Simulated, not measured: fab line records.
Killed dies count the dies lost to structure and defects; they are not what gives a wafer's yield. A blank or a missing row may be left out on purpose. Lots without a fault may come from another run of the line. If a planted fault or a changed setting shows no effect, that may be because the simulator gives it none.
The same fault as seen by 2 desks ; flow sky130 ; every desk sees just its own numbers, and what lay behind them comes last

## FROM THE METROLOGY DESK
What the gauges read, lot by lot, whatever tool the lot ran on: means of the sampled wafers that have a number. Any lot whose mean is over 4 standard deviations away from the usual mean is out of limits and marked OUT; that distance is given in the brackets.
Columns: A = VT_ADJUST_HVTR_TW at SKY_VT_ADJUST_HVTR_TW_MEAS_11, usual 210.0; B = RES_XHIGH_TW at SKY_RES_XHIGH_TW_MEAS_09, usual 1637
lot;first seen here;A;B
L396;day 9 17:51;213.8;1620
L397;day 9 20:34;207.1;1633
L399;day 10 12:31;211.0;1633
L400;day 10 20:12;207.0;1615
L401;day 11 02:16;211.1;1637
L402;day 11 08:59;210.3;1623
L403;day 11 20:07;211.5;1640
L406;day 12 12:44;206.5;30 (-99 or more) OUT
L412;day 14 07:22;212.4;1645
L414;day 14 22:05;211.4;1646
L415;day 15 11:05;211.1;1649
L418;day 16 06:40;213.3;1637
L419;day 16 17:12;212.1;1652
Finding of this desk: L406 out of limits, first seen on L406 at day 30 10:28 (RES_XHIGH_TW at SKY_RES_XHIGH_TW_MEAS_09). In limits: L396, L397, L399, L400, L401, L402, L403, L412, L414, L415, L418, L419.

## TOOL OWNER'S DESK, plasmaAsher-04
The tool's own readings at SKY_SD_P_STRIP_10 (strips in O2/N2): means of the sampled wafers that have a number, for each lot that ran on this tool. Any lot whose mean is over 4 standard deviations away from the usual mean is out of limits and marked OUT; that distance is given in the brackets.
Columns: A = drypumpMotorCurrentA at SKY_SD_P_STRIP_10, usual 5.4 A; B = oesProductAu at SKY_SD_P_STRIP_10, usual 0.618 a.u.; C = stripTimeToEndpointS at SKY_SD_P_STRIP_10, usual 17.51 s
lot;first seen here;A;B;C
L399;day 26 21:18;5.2;0.622;17.50
L402;day 28 04:30;5.7;0.619;17.50
L406;day 29 06:32;5.7;0.784 (+35) OUT;-
L415;day 32 04:14;5.7;0.616;17.51
L418;day 33 00:29;5.2;0.620;17.51
This desk's verdict: out of limits on L406, starting with L406 at day 29 06:32 (oesProductAu at SKY_SD_P_STRIP_10). In limits: L399, L402, L415, L418.

## TAKEN TOGETHER
At day 29 06:32, on L406, the tool owner's desk was in a position to raise an alarm.
An alarm was possible from the metrology desk at day 30 10:28, on L406.
Every lot named ran SKY_SD_P_STRIP_10 on plasmaAsher-04.

## WHAT THE SIMULATOR HAD PUT IN
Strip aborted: plasmaAsher-04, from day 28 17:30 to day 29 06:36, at SKY_SD_P_STRIP_10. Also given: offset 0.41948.
Shown lots that were struck: L406.
Counting hours from when the fault started, the first reading out of limits came at 13 for the tool owner's desk and at 41 for the metrology desk.
